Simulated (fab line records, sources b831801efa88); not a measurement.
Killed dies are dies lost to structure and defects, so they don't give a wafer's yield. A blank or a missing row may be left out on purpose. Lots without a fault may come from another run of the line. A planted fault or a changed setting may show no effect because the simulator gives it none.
fab line records | flow sky130
record lots=6 wafers=18 last_day=50
route steps=708 shown SONOS_ONO@168
lots that met no fault: from a run of the same line without faults
start_h: hours from the record's first day to the start of the lot's first wafer shown | wait_h: hours since the lot's step before | " the same as in the row above | L1.1+2: a row that stands for several wafers | - no value, or no start given | * or withheld: withheld | < > ~ a bound
route shown NAME@n: a module of which the file shows steps, and the number in the route of the first | usual: mean/standard deviation of fault-free wafers | same: alike in all rows | chamber/n: place in a boat | sites: the reading at each site | _std_site: their standard deviation | _edge_site: outer sites' mean less inner sites' | radius_mm: how far each site lies from the wafer's centre | mask NAME#n: copy n | behind: the tool/chamber that last shaped the wafer | hold: why the lot was held/for how many hours/how that ended | device: the transistor (n, p or np) that didn't switch | end of line: the same wafers' tests at the end of the route | a step without rows: its recipe alone | killed: dies lost to structure and defects at the first sort, not the wafer's yield | map: a wafer's dies, x killed, . not, _ none there
set.NAME: the setting as run; set.NAME@STEP: as run at that earlier step | model.NAME: the simulator's own value behind a step, which no gauge read
lots at some steps of the route; a table a step, a row a wafer
## steps
# step SKY_SONOS_ONO_OXIDATION_00
# recipe temp_c=800 ambient=O2 idle_temp_c=700 ramp_up_c_per_min=10 ramp_down_c_per_min=3 stabilise_s=600 purge_s=300 target_thk_a=26 ox_time_s=1249
# step SKY_SONOS_ONO_THK_MEAS_01
# recipe reads=SiO2_of_SONOS_ONO_OXIDATION_00
# usual SONOS_ONO_OXIDATION_THK=2.59/0.061
# columns lot.wafer tool chamber start_h wait_h SONOS_ONO_OXIDATION_THK[nm]
L607.3 film_metro-02 - 267.90 0.0 2.64
L607.4 " - " " 2.65
L607.6 " - " " 2.62
L608.3 film_metro-04 - 279.31 0.0 2.64
L608.4 " - " " 2.68
L608.5 " - " " 2.63
L621.2 film_metro-04 - 376.03 0.0 2.55
L621.3 " - " " 2.58
L621.5 " - " " 2.59
L622.1 film_metro-04 - 382.98 0.0 2.58
L622.2 " - " " 2.52
L622.3 " - " " 2.63
L628.1 film_metro-01 - 440.10 0.0 2.70
L628.2 " - " " 2.66
L628.5 " - " " 2.66
L629.2 film_metro-04 - 444.49 0.0 2.65
L629.3 " - " " 2.71
L629.6 " - " " 2.68
# step SKY_SONOS_ONO_CVD_02
# recipe material=Si3N4 precursor=DCS/NH3 target_thk_nm=10.5 temp_c=770 time_s=180 pressure_mtorr=250
# step SKY_SONOS_ONO_THK_MEAS_03
# recipe reads=Si3N4_of_SONOS_ONO_CVD_02
# usual SONOS_ONO_CVD_02_THK=10.43/0.16
# columns lot.wafer tool chamber start_h wait_h SONOS_ONO_CVD_02_THK[nm]
L607.3 film_metro-02 - 269.01 0.0 10.35
L607.4 " - " " 10.37
L607.6 " - " " 10.33
L608.3 film_metro-04 - 280.42 0.0 10.28
L608.4 " - " " 10.33
L608.5 " - " " 10.29
L621.2 film_metro-01 - 377.92 0.0 10.47
L621.3 " - " " 10.45
L621.5 " - " " 10.48
L622.1 film_metro-02 - 386.88 0.0 10.31
L622.2 " - " " 10.18
L622.3 " - " " 10.34
L628.1 film_metro-02 - 441.21 0.0 10.30
L628.2 " - " " 10.28
L628.5 " - " " 10.41
L629.2 film_metro-04 - 446.65 0.0 10.56
L629.3 " - " " 10.42
L629.6 " - " " 10.58
# step SKY_SONOS_ONO_CVD_04
# recipe material=SiO2 precursor=SiH4/N2O target_thk_nm=5.7199 temp_c=900 pressure_mtorr=400
# step SKY_SONOS_ONO_THK_MEAS_05
# recipe reads=SiO2_of_SONOS_ONO_CVD_04
# usual SONOS_ONO_CVD_04_THK=5.72/0.13
# columns lot.wafer tool chamber start_h wait_h SONOS_ONO_CVD_04_THK[nm]
L607.3 film_metro-01 - 270.32 0.0 5.83
L607.4 " - " " 5.80
L607.6 " - " " 5.85
L608.3 film_metro-04 - 281.73 0.0 5.48
L608.4 " - " " 5.53
L608.5 " - " " 5.60
L621.2 film_metro-02 - 379.23 0.0 5.86
L621.3 " - " " 5.88
L621.5 " - " " 5.82
L622.1 film_metro-01 - 388.19 0.0 5.94
L622.2 " - " " 5.83
L622.3 " - " " 5.93
L628.1 film_metro-02 - 443.15 0.0 5.66
L628.2 " - " " 5.78
L628.5 " - " " 5.70
L629.2 film_metro-02 - 447.96 0.0 5.84
L629.3 " - " " 5.76
L629.6 " - " " 5.76
# step SKY_SONOS_ONO_DEHYDRATE_06
# recipe temp_c=200 time_s=60
# step SKY_SONOS_ONO_HMDS_07
# recipe prime_time_s=60 prime_temp_c=120
# step SKY_SONOS_ONO_COAT_08
# recipe resist=NOVOLAK spin_rpm=3000 resist_thk_nm=1140
# step SKY_SONOS_ONO_SOFTBAKE_09
# recipe temp_c=90 time_s=60 resist=NOVOLAK
# step SKY_SONOS_ONO_EXPOSE_10
# recipe mask_id=ONOM target_cd_nm=410 na=0.6 source_shape=conventional sigma_outer=0.6 dose_mj=150
# step SKY_SONOS_ONO_PEB_11
# recipe temp_c=withheld time_s=* resist=NOVOLAK
# step SKY_SONOS_ONO_DEVELOP_12
# recipe develop_time_s=60 dev_temp_c=23
# usual chill_plate_temp_C=22.97/0.094 develop_time_s=60/0
# columns lot.wafer tool chamber start_h wait_h chill_plate_temp_C develop_time_s
L607.3 litho_track-04 0 293.77 0.1 22.78 60
L607.4 " 0 " " 22.77 60
L607.6 " 0 " " 22.77 60
L608.3 litho_track-02 0 306.23 0.1 23.09 60
L608.4 " 0 " " 23.00 60
L608.5 " 0 " " 23.10 60
L621.2 litho_track-04 - 407.90 0.1 - -
L621.3 " - " " - -
L621.5 " - " " - -
L622.1 litho_track-02 - 417.58 0.1 - -
L622.2 " - " " - -
L622.3 " - " " - -
L628.1 litho_track-02 0 473.03 0.1 23.03 60
L628.2 " 0 " " 23.04 60
L628.5 " 0 " " 23.18 60
L629.2 litho_track-03 0 478.39 0.1 22.92 60
L629.3 " 0 " " 22.95 60
L629.6 " 0 " " 23.05 60
# step SKY_SONOS_ONO_CD_MEAS_13
# recipe target_cd_nm=410
# usual cd_nm=410.7/2.5
# columns lot.wafer tool chamber start_h wait_h cd_nm
L607.3 cd_sem-01 - 293.91 0.1 407.5
L607.4 " - " " 406.6
L607.6 " - " " 407.3
L608.3 cd_sem-01 - 306.37 0.1 412.6
L608.4 " - " " 412.5
L608.5 " - " " 413.5
L621.2 cd_sem-01 - 408.04 0.1 -
L621.3 " - " " -
L621.5 " - " " -
L622.1 cd_sem-02 - 417.73 0.1 -
L622.2 " - " " -
L622.3 " - " " -
L628.1 cd_sem-01 - 473.18 0.1 407.4
L628.2 " - " " 407.2
L628.5 " - " " 409.7
L629.2 cd_sem-01 - 478.53 0.1 409.0
L629.3 " - " " 410.3
L629.6 " - " " 412.4
## key
first_sign step=SKY_SONOS_ONO_DEVELOP_12 reading=tool_record direction=missing
effect none on later readings
met_at SKY_SONOS_ONO_DEVELOP_12
struck_wafers L621.2,L621.3,L621.5,L622.1,L622.2,L622.3
later_rows_left_out L621.2,L621.3,L621.5,L622.1,L622.2,L622.3
sort_left_out L621.2,L621.3,L621.5,L622.1,L622.2,L622.3
tester_left_out L621,L622
onset_between 306.23 407.90
fault kind=skipped_step_whole tool=litho_track-02,litho_track-04 chamber=- onset_h=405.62 steps=SKY_SONOS_ONO_DEVELOP_12 scope=struck_lots_only
# tester_left_out: of these lots the tester's yield and bins aren't shown, on N5 and GAA mostly nor the transistor test; their killed dies are dies lost to structure and defects alone, not to doping, threshold or leakage, so they don't give the yield
# sort_left_out: the simulated sort isn't trusted on such a fault, so these wafers' sort isn't shown, and their yield isn't known
# later_rows_left_out: the simulator's readings of these wafers behind a module that went badly wrong aren't trusted and aren't shown, but for the sort
